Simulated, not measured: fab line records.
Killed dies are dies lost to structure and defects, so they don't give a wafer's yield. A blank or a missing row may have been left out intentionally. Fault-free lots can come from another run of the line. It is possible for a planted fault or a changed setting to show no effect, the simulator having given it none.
fab line records | flow gf180mcu | part 1 of 2: steps 1 to 28 of 41
record: lots: 5 wafers: 15 lastDay: 34
route steps=602 shown DUAL_GATE@143 POLY_GATE@157 HV_LDD@176
lots that met no fault: taken from a fault-free run of the same line
startH: the number of hours between the record's first day and the start of the first shown wafer of the lot | waitH: hours since the lot's step before | " identical to the entry in the row above | L1.1+2: a row that stands for several wafers | - no value, or no start given | * or withheld: withheld | < > ~ a bound
route shown NAME@n: a module of which the file shows steps, and the number in the route of the first | usual: mean/standard deviation taken from wafers without a fault | same: alike in all rows | chamber/n: place in a boat | sites: the reading at each site | _std_site: the standard deviation of these | _edge_site: outer sites' mean less inner sites' | radiusMm: how far each site lies from the wafer's centre | mask NAME#n: copy n | behind: the last tool/chamber to shape the wafer | hold: what put the lot on hold/how long, in hours/how the hold closed | device: the transistor (n, p or np) that didn't switch | end of line: the same wafers' tests at the end of the route | a step given without rows: its recipe and nothing more | killed: count of dies lost to structure and defects at first sort (not the wafer's yield) | map: a wafer's dies, x killed, . not, _ none there
set.NAME: setting as actually run; set.NAME@STEP: the setting as run at that earlier step | model.NAME: the simulator's own value behind a step, which no gauge read
a table for each step, a row for each wafer; lots at some steps of the route
services: the hour from which a tool's chamber was out of use, counted from the record's first day as startH (under 0 if before that day), plus the number of hours and why
== steps ==
step: GF_DUAL_GATE_OXIDATION_02
recipe: tempC: 900 ambient: O2 stabiliseS: 600 purgeS: 300 targetThkA: 108.87 oxTimeS: 1602
usual: spikeTcBottomC: 919.1/1.6 spikeTcLowerC: 900.3/1.9
columns lot.wafer tool chamber startH waitH spikeTcBottomC spikeTcLowerC
L079.3 furnace-02 0 191.96 0.9 921.3 898.4
L079.5 " 0 " " 919.7 898.2
L079.6 " 0 " " 923.8 899.7
L080.2 furnace-01 0 199.68 0.0 916.8 899.9
L080.4 " 0 " " 917.8 901.3
L080.5 " 0 " " 919.2 902.4
L091.2 furnace-02 0 273.55 1.2 920.5 897.5
L091.4 " 0 " " 921.4 897.2
L091.6 " 0 " " 921.1 899.2
L092.2 furnace-02 0 277.66 0.0 921.8 898.9
L092.3 " 0 " " 919.7 898.3
L092.5 " 0 " " 921.1 898.3
L097.3 furnace-01 0 313.21 0.0 919.7 899.1
L097.4 " 0 " " 918.0 901.7
L097.5 " 0 " " 918.5 904.7
step: GF_DUAL_GATE_THK_MEAS_03
recipe: reads: SiO2_of_DUAL_GATE_OXIDATION_02
usual: DUAL_GATE_OXIDATION_00_THK: 10.89/0.2
columns lot.wafer tool chamber startH waitH DUAL_GATE_OXIDATION_00_THK[nm]
L079.3 filmMetro-02 - 193.42 0.0 10.93
L079.5 " - " " 10.82
L079.6 " - " " 10.90
L080.2 filmMetro-04 - 201.13 0.0 11.17
L080.4 " - " " 10.92
L080.5 " - " " 11.00
L091.2 filmMetro-04 - 275.01 0.0 10.74
L091.4 " - " " 10.74
L091.6 " - " " 10.91
L092.2 filmMetro-02 - 279.11 0.0 11.04
L092.3 " - " " 11.12
L092.5 " - " " 10.90
L097.3 filmMetro-03 - 314.68 0.0 10.79
L097.4 " - " " 11.00
L097.5 " - " " 11.00
step: GF_DUAL_GATE_DEHYDRATE_04
recipe: tempC: 200 timeS: 60
columns lot.wafer tool chamber startH waitH
L079.3+5+6 lithoTrack-04 0 201.75 8.3
L080.2+4+5 lithoTrack-02 0 208.79 7.6
L091.2+4+6 lithoTrack-04 0 284.78 9.8
L092.2+3+5 lithoTrack-04 0 288.63 9.5
L097.3+4+5 lithoTrack-04 0 324.85 10.2
step: GF_DUAL_GATE_HMDS_05
recipe: primeTimeS: 60 primeTempC: 120
columns lot.wafer tool chamber startH waitH
L079.3+5+6 lithoTrack-04 0 201.90 0.1
L080.2+4+5 lithoTrack-02 0 208.94 0.1
L091.2+4+6 lithoTrack-04 0 284.93 0.1
L092.2+3+5 lithoTrack-04 0 288.78 0.1
L097.3+4+5 lithoTrack-04 0 325.00 0.1
step: GF_DUAL_GATE_COAT_06
recipe: resist: NOVOLAK spinRpm: 3000 resistThkNm: 1000
columns lot.wafer tool chamber startH waitH
L079.3+5+6 lithoTrack-04 0 202.05 0.1
L080.2+4+5 lithoTrack-02 0 209.09 0.1
L091.2+4+6 lithoTrack-04 0 285.08 0.1
L092.2+3+5 lithoTrack-04 0 288.93 0.1
L097.3+4+5 lithoTrack-04 0 325.15 0.1
step: GF_DUAL_GATE_SOFTBAKE_07
recipe: tempC: 90 timeS: 60 resist: NOVOLAK
columns lot.wafer tool chamber startH waitH
L079.3+5+6 lithoTrack-04 0 202.20 0.1
L080.2+4+5 lithoTrack-02 0 209.24 0.1
L091.2+4+6 lithoTrack-04 0 285.23 0.1
L092.2+3+5 lithoTrack-04 0 289.08 0.1
L097.3+4+5 lithoTrack-04 0 325.30 0.1
step: GF_DUAL_GATE_EXPOSE_08
recipe: maskId: Dualgate targetCdNm: 700 na: 0.6 sourceShape: conventional sigmaOuter: 0.6 doseMj: 140
columns lot.wafer tool chamber startH waitH mask
L079.3+5+6 ilineStepper-01 0 - - Dualgate#0
L080.2+4+5 ilineStepper-02 0 - - Dualgate#0
L091.2+4+6 ilineStepper-01 0 - - Dualgate#0
L092.2+3+5 ilineStepper-02 0 - - Dualgate#0
L097.3+4+5 ilineStepper-01 0 - - Dualgate#0
step: GF_DUAL_GATE_PEB_09
recipe: tempC: withheld timeS: * resist: NOVOLAK
columns lot.wafer tool chamber startH waitH
L079.3+5+6 lithoTrack-03 0 - -
L080.2+4+5 lithoTrack-03 0 - -
L091.2+4+6 lithoTrack-02 0 - -
L092.2+3+5 lithoTrack-02 0 - -
L097.3+4+5 lithoTrack-04 0 - -
step: GF_DUAL_GATE_DEVELOP_10
recipe: developTimeS: 60 devTempC: 23
columns lot.wafer tool chamber startH waitH
L079.3+5+6 lithoTrack-03 0 210.59 0.1
L080.2+4+5 lithoTrack-03 0 218.12 0.1
L091.2+4+6 lithoTrack-02 0 295.19 0.1
L092.2+3+5 lithoTrack-02 0 299.84 0.1
L097.3+4+5 lithoTrack-04 0 335.15 0.1
step: GF_DUAL_GATE_OVL_MEAS_11
usual: DUAL_GATE_OVL: 0.1/1.4
columns lot.wafer tool chamber startH waitH DUAL_GATE_OVL[nm]
L079.3 overlay-02 - 210.70 0.1 -0.2
L079.5 " - " " 0.0
L079.6 " - " " 0.4
L080.2 overlay-02 - 218.25 0.1 0.8
L080.4 " - " " 2.1
L080.5 " - " " -0.5
L091.2 overlay-01 - 295.32 0.1 1.3
L091.4 " - " " -0.2
L091.6 " - " " -0.5
L092.2 overlay-02 - 299.97 0.1 -0.1
L092.3 " - " " 0.0
L092.5 " - " " -0.1
L097.3 overlay-01 - 335.26 0.1 1.8
L097.4 " - " " 0.2
L097.5 " - " " 1.9
step: GF_DUAL_GATE_WET_ETCH_12
recipe: chemistry: dHF targetDepthNm: 13 dry: n2Spin target: SiO2 tempC: 25 dilution: 100:1 timeS: 260
usual: bathHeatDutyPct: 6.1/0.7
columns lot.wafer tool chamber startH waitH bathHeatDutyPct
L079.3 wetBench-03 3 210.73 0.0 5.8
L079.5 " 3 " " 5.9
L079.6 " 3 " " 5.6
L080.2 wetBench-03 1 218.28 0.0 6.1
L080.4 " 1 " " 5.7
L080.5 " 1 " " 6.3
L091.2 wetBench-01 0 295.35 0.0 6.7
L091.4 " 0 " " 7.8
L091.6 " 0 " " 8.5
L092.2 wetBench-02 3 300.00 0.0 6.0
L092.3 " 3 " " 6.7
L092.5 " 3 " " 6.4
L097.3 wetBench-02 1 335.29 0.0 6.2
L097.4 " 1 " " 5.8
L097.5 " 1 " " 6.6
step: GF_DUAL_GATE_STRIP_13
recipe: chemistry: O2/N2 powerW: 1400 pressureMtorr: 1500 platenTempC: 250 o2FlowSccm: 3000 n2FlowSccm: 300 overashFraction: 0.5
usual: chamberPressureMTorr: 1500.0/1.5 drypumpMotorCurrentA: 5.9/0.43 heaterPowerW: 326/31 oesProductAu: 0.717/0.0044 stripTimeToEndpointS: 12.65/0.04
columns lot.wafer tool chamber startH waitH chamberPressureMTorr drypumpMotorCurrentA heaterPowerW oesProductAu rfHoursCounterH stripTimeToEndpointS
L079.3 plasmaAsher-04 0 210.84 0.0 1499.5 6.0 361 0.713 - 12.65
L079.5 " 1 " " 1499.4 5.7 329 0.721 - 12.67
L079.6 " 0 " " 1500.7 6.0 360 0.718 - 12.66
L080.2 plasmaAsher-04 0 218.36 0.0 1500.5 6.0 363 0.716 10 12.62
L080.4 " 0 " " 1500.3 6.0 360 0.723 - 12.59
L080.5 " 1 " " 1500.4 5.7 316 0.715 - 12.60
L091.2 plasmaAsher-03 1 295.43 0.0 1500.5 5.4 312 0.717 54 12.60
L091.4 " 0 " " 1500.8 6.2 278 0.713 - 12.62
L091.6 " 1 " " 1499.0 5.5 314 0.713 - 12.59
L092.2 plasmaAsher-03 1 300.08 0.0 1499.1 5.4 307 0.718 54 12.58
L092.3 " 1 " " 1500.2 5.4 307 0.716 - 12.58
L092.5 " 0 " " 1501.6 6.2 281 0.720 - 12.58
L097.3 plasmaAsher-04 1 335.40 0.0 1500.1 5.7 323 0.716 - 12.59
L097.4 " 0 " " 1499.0 6.0 356 0.716 - 12.61
L097.5 " 0 " " 1500.4 6.0 375 0.720 - 12.61
step: GF_DUAL_GATE_CLEAN_14
recipe: chemistry: SC1/SC2 mix: 1:4:20 tempC: 70 timeS: 150 dry: n2Spin
usual: bathGuardTempC: 70.3/0.53 bathHeatDutyPct: 14.0/1.3
columns lot.wafer tool chamber startH waitH bathGuardTempC bathHeatDutyPct
L079.3 wetBench-01 1 210.91 0.0 71.3 14.9
L079.5 " 1 " " 71.1 15.2
L079.6 " 1 " " 71.3 15.2
L080.2 wetBench-01 1 218.46 0.1 70.9 14.8
L080.4 " 1 " " 71.1 13.1
L080.5 " 1 " " 70.9 15.5
L091.2 wetBench-03 1 295.53 0.1 70.1 12.2
L091.4 " 1 " " 70.4 11.5
L091.6 " 1 " " 70.4 12.4
L092.2 wetBench-03 3 300.18 0.1 69.4 13.2
L092.3 " 3 " " 69.9 12.7
L092.5 " 3 " " 69.5 13.0
L097.3 wetBench-02 2 335.47 0.0 69.9 13.9
L097.4 " 2 " " 70.0 15.2
L097.5 " 2 " " 70.3 15.1
step: GF_DUAL_GATE_OXIDATION_15
recipe: tempC: 849 ambient: O2 stabiliseS: 600 purgeS: 300 targetThkA: 70.98 oxTimeS: 1995
usual: spikeTcBottomC: 868.9/1.6 spikeTcLowerC: 848.8/1.9
columns lot.wafer tool chamber startH waitH spikeTcBottomC spikeTcLowerC
L079.3 furnace-02 0 212.01 1.1 870.4 846.9
L079.5 " 0 " " 868.8 848.2
L079.6 " 0 " " 869.9 846.7
L080.2 furnace-02 0 218.69 0.2 870.7 847.7
L080.4 " 0 " " 868.3 847.1
L080.5 " 0 " " 869.8 847.5
L091.2 furnace-01 0 296.51 0.9 867.5 850.3
L091.4 " 0 " " 868.9 850.3
L091.6 " 0 " " 867.8 849.8
L092.2 furnace-01 0 300.96 0.7 867.0 849.2
L092.3 " 0 " " 867.2 849.6
L092.5 " 0 " " 868.7 850.3
L097.3 furnace-02 0 336.04 0.5 870.4 847.3
L097.4 " 0 " " 867.6 848.0
L097.5 " 0 " " 871.1 847.7
step: GF_POLY_GATE_CVD_00
recipe: material: poly-Si targetThkNm: 200 tempC: 620 timeS: 1200 pressureMtorr: 200
usual: spikeTcBottomC: 642.4/2.3 spikeTcLowerC: 620.0/1.2
columns lot.wafer tool chamber startH waitH spikeTcBottomC spikeTcLowerC
L079.3 lpcvd-01 0 213.56 0.0 642.5 619.2
L079.5 " 0 " " 640.5 619.3
L079.6 " 0 " " 641.1 618.6
L080.2 lpcvd-02 0 220.25 0.0 644.8 618.7
L080.4 " 0 " " 644.7 618.5
L080.5 " 0 " " 646.2 617.9
L091.2 lpcvd-02 0 298.07 0.0 645.0 620.8
L091.4 " 0 " " 645.2 619.6
L091.6 " 0 " " 644.8 620.2
L092.2 lpcvd-02 1 302.52 0.0 642.9 621.5
L092.3 " 1 " " 644.3 623.5
L092.5 " 1 " " 642.8 620.3
L097.3 lpcvd-02 1 338.76 1.2 644.6 621.5
L097.4 " 1 " " 642.7 619.7
L097.5 " 1 " " 643.6 620.8
step: GF_POLY_GATE_THK_MEAS_01
recipe: reads: poly-Si_of_POLY_GATE_CVD_00
usual: POLY_GATE_CVD_00_THK: 201.5/1.9
columns lot.wafer tool chamber startH waitH POLY_GATE_CVD_00_THK[nm]
L079.3 filmMetro-01 - 214.92 0.0 200.5
L079.5 " - " " 199.7
L079.6 " - " " 202.0
L080.2 filmMetro-04 - 221.59 0.0 199.1
L080.4 " - " " 201.4
L080.5 " - " " 201.0
L091.2 filmMetro-03 - 299.41 0.0 200.8
L091.4 " - " " 203.4
L091.6 " - " " 202.1
L092.2 filmMetro-03 - 303.86 0.0 204.8
L092.3 " - " " 205.3
L092.5 " - " " 202.6
L097.3 filmMetro-01 - 340.12 0.0 204.9
L097.4 " - " " 202.9
L097.5 " - " " 204.8
step: GF_POLY_GATE_DEHYDRATE_02
recipe: tempC: 200 timeS: 60
columns lot.wafer tool chamber startH waitH
L079.3+5+6 lithoTrack-02 0 223.36 8.4
L080.2+4+5 lithoTrack-01 0 230.47 8.9
L091.2+4+6 lithoTrack-01 0 309.02 9.6
L092.2+3+5 lithoTrack-01 0 313.67 9.8
L097.3+4+5 lithoTrack-03 0 350.19 10.1
step: GF_POLY_GATE_HMDS_03
recipe: primeTimeS: 60 primeTempC: 120
columns lot.wafer tool chamber startH waitH
L079.3+5+6 lithoTrack-02 0 223.51 0.1
L080.2+4+5 lithoTrack-01 0 230.62 0.1
L091.2+4+6 lithoTrack-01 0 309.17 0.1
L092.2+3+5 lithoTrack-01 0 313.82 0.1
L097.3+4+5 lithoTrack-03 0 350.34 0.1
step: GF_POLY_GATE_COAT_04
recipe: resist: BARC tempC: withheld timeS: withheld spinRpm: withheld resistThkNm: withheld
columns lot.wafer tool chamber startH waitH
L079.3+5+6 lithoTrack-02 0 223.66 0.1
L080.2+4+5 lithoTrack-01 0 230.77 0.1
L091.2+4+6 lithoTrack-01 0 309.32 0.1
L092.2+3+5 lithoTrack-01 0 313.97 0.1
L097.3+4+5 lithoTrack-03 0 350.49 0.1
step: GF_POLY_GATE_COAT_05
recipe: resist: KrF spinRpm: withheld resistThkNm: 700
columns lot.wafer tool chamber startH waitH
L079.3+5+6 lithoTrack-02 0 - -
L080.2+4+5 lithoTrack-01 0 - -
L091.2+4+6 lithoTrack-01 0 - -
L092.2+3+5 lithoTrack-01 0 - -
L097.3+4+5 lithoTrack-03 0 - -
step: GF_POLY_GATE_SOFTBAKE_06
recipe: tempC: 130 timeS: 61.88 resist: KrF
usual: plateSensorTCentreC: 131.02/0.0098 plateSensorTEdgeC: 131.21/0.01
columns lot.wafer tool chamber startH waitH plateSensorTCentreC plateSensorTEdgeC
L079.3 lithoTrack-02 0 - - 131.01 131.2
L079.5 " 0 " " 131.01 131.21
L079.6 " 0 " " 131.02 131.2
L080.2 lithoTrack-01 0 - - 131.02 131.21
L080.4 " 0 " " 131.01 131.22
L080.5 " 0 " " 131.02 131.2
L091.2 lithoTrack-01 0 - - 131.02 131.23
L091.4 " 0 " " 131.01 131.21
L091.6 " 0 " " 131.01 131.2
L092.2 lithoTrack-01 0 - - 131.01 131.21
L092.3 " 0 " " 131.03 131.22
L092.5 " 0 " " 131 131.22
L097.3 lithoTrack-03 0 - - 131.02 131.23
L097.4 " 0 " " 131.02 131.23
L097.5 " 0 " " 131.02 131.22
step: GF_POLY_GATE_EXPOSE_07
recipe: maskId: Poly2 targetCdNm: 280 na: 0.68 sourceShape: conventional sigmaOuter: 0.6 doseMj: 28
columns lot.wafer tool chamber startH waitH mask
L079.3+5+6 krfScanner-02 0 - - Poly2#0
L080.2+4+5 krfScanner-01 0 - - Poly2#0
L091.2+4+6 krfScanner-02 0 - - Poly2#0
L092.2+3+5 krfScanner-02 0 - - Poly2#0
L097.3+4+5 krfScanner-01 0 - - Poly2#0
step: GF_POLY_GATE_PEB_08
recipe: pebTempC: 135 pebTimeS: 90 resist: KrF
columns lot.wafer tool chamber startH waitH
L079.3+5+6 lithoTrack-01 0 - -
L080.2+4+5 lithoTrack-02 0 - -
L091.2+4+6 lithoTrack-01 0 - -
L092.2+3+5 lithoTrack-03 0 - -
L097.3+4+5 lithoTrack-02 0 - -
step: GF_POLY_GATE_DEVELOP_09
recipe: developTimeS: 60 resist: KrF devTempC: 21
columns lot.wafer tool chamber startH waitH
L079.3+5+6 lithoTrack-01 0 232.40 0.1
L080.2+4+5 lithoTrack-02 0 239.89 0.2
L091.2+4+6 lithoTrack-01 0 320.32 0.2
L092.2+3+5 lithoTrack-03 0 324.72 0.2
L097.3+4+5 lithoTrack-02 0 361.96 0.1
step: GF_POLY_GATE_CD_MEAS_10
recipe: targetCdNm: 280
usual: cdNm: 279.9/1
columns lot.wafer tool chamber startH waitH cdNm
L079.3 cdSem-02 - 232.54 0.1 280.4
L079.5 " - " " 280.4
L079.6 " - " " 279.7
L080.2 cdSem-02 - 240.03 0.1 279.6
L080.4 " - " " 278.6
L080.5 " - " " 279.5
L091.2 cdSem-02 - 320.47 0.1 280.3
L091.4 " - " " 279.6
L091.6 " - " " 280.8
L092.2 cdSem-02 - 324.86 0.1 279.1
L092.3 " - " " 279.7
L092.5 " - " " 279.3
L097.3 cdSem-02 - 362.10 0.1 278.7
L097.4 " - " " 278.7
L097.5 " - " " 279.2
step: GF_POLY_GATE_OVL_MEAS_11
usual: POLY_GATE_OVL: 5/4.8
columns lot.wafer tool chamber startH waitH POLY_GATE_OVL[nm]
L079.3 overlay-02 - 232.63 0.1 4
L079.5 " - " " 0
L079.6 " - " " 8
L080.2 overlay-02 - 240.14 0.1 -3
L080.4 " - " " 3
L080.5 " - " " 8
L091.2 overlay-02 - 320.57 0.1 2
L091.4 " - " " 13
L091.6 " - " " 2
L092.2 overlay-02 - 324.97 0.1 4
L092.3 " - " " 6
L092.5 " - " " 10
L097.3 overlay-02 - 362.19 0.1 0
L097.4 " - " " -5
L097.5 " - " " 4
step: GF_POLY_GATE_ETCH_12
recipe: chemistry: N2/H2 targetDepthA: withheld overetchA: withheld timeS: withheld target: BARC ionEnergyEv: 200 sourceW: 500 biasW: 100 pressureMtorr: 30 n2FlowSccm: 100 h2FlowSccm: 200
usual: chamberPressureMTorr: 29.999/0.026 drypumpMotorCurrentA: 5.9/0.49 oesProductAu: 0.737/0.0041 throttleValvePct: 13.214/0.0096
columns lot.wafer tool chamber startH waitH chamberPressureMTorr drypumpMotorCurrentA oesProductAu throttleValvePct
L079.3 rieDiel-02 1 232.65 0.0 29.955 6.0 0.737 13.212
L079.5 " 0 " " 30.005 6.0 0.739 13.231
L079.6 " 1 " " 30.023 5.9 0.741 13.215
L080.2 rieDiel-02 0 240.17 0.0 29.959 6.0 0.733 13.214
L080.4 " 3 " " 30.021 5.3 0.730 13.220
L080.5 " 0 " " 29.989 6.0 0.736 13.213
L091.2 rieDiel-04 3 320.60 0.0 30.026 6.4 0.740 13.201
L091.4 " 1 " " 29.969 5.4 0.741 13.222
L091.6 " 1 " " 30.007 5.4 0.735 13.211
L092.2 rieDiel-04 1 325.00 0.0 30.000 5.4 0.729 13.230
L092.3 " 2 " " 30.005 6.5 0.735 13.217
L092.5 " 0 " " 30.018 6.2 0.732 13.211
L097.3 rieDiel-04 2 362.22 0.0 30.016 6.5 0.733 13.235
L097.4 " 3 " " 30.010 6.4 0.739 13.221
L097.5 " 1 " " 29.989 5.4 0.737 13.219
step: GF_POLY_GATE_ETCH_13
recipe: target: poly-Si targetDepthNm: 198.5 stopOn: SiO2 overEtchFrac: 0.403 chemistry: HBr/Cl2 icpW: 400 biasW: 100 pressureMtorr: 10 HBr_flow_sccm: 150 Cl2_flow_sccm: 50 timeS: 69.6
usual: chamberPressureMTorr: 9.998/0.0088 drypumpMotorCurrentA: 5.8/0.41 oesProductAu: 0.993/0.011 throttleValvePct: 33.685/0.0095
columns lot.wafer tool chamber startH waitH chamberPressureMTorr drypumpMotorCurrentA oesProductAu rfHoursCounterH throttleValvePct
L079.3 rieSi-02 0 232.71 - 9.992 5.5 0.992 0 33.678
L079.5 " 0 " " 9.988 5.5 0.992 - 33.680
L079.6 " 1 " " 10.007 6.5 0.995 - 33.698
L080.2 rieSi-02 1 240.22 - 9.989 6.6 0.996 89 33.678
L080.4 " 2 " " 10.001 5.8 0.983 74 33.682
L080.5 " 2 " " 9.999 5.8 0.998 - 33.682
L091.2 rieSi-01 3 320.65 - 9.998 5.6 0.975 3 33.695
L091.4 " 0 " " 9.990 5.6 1.005 - 33.682
L091.6 " 1 " " 9.994 6.0 1.002 - 33.674
L092.2 rieSi-02 2 325.05 - 9.989 5.8 0.976 75 33.671
L092.3 " 1 " " 9.998 6.5 1.004 90 33.679
L092.5 " 0 " " 9.998 5.5 1.005 - 33.690
L097.3 rieSi-01 1 362.27 - 10.006 6.0 0.994 43 33.677
L097.4 " 3 " " 10.000 5.6 0.980 - 33.684
L097.5 " 0 " " 10.005 5.6 1.007 - 33.669
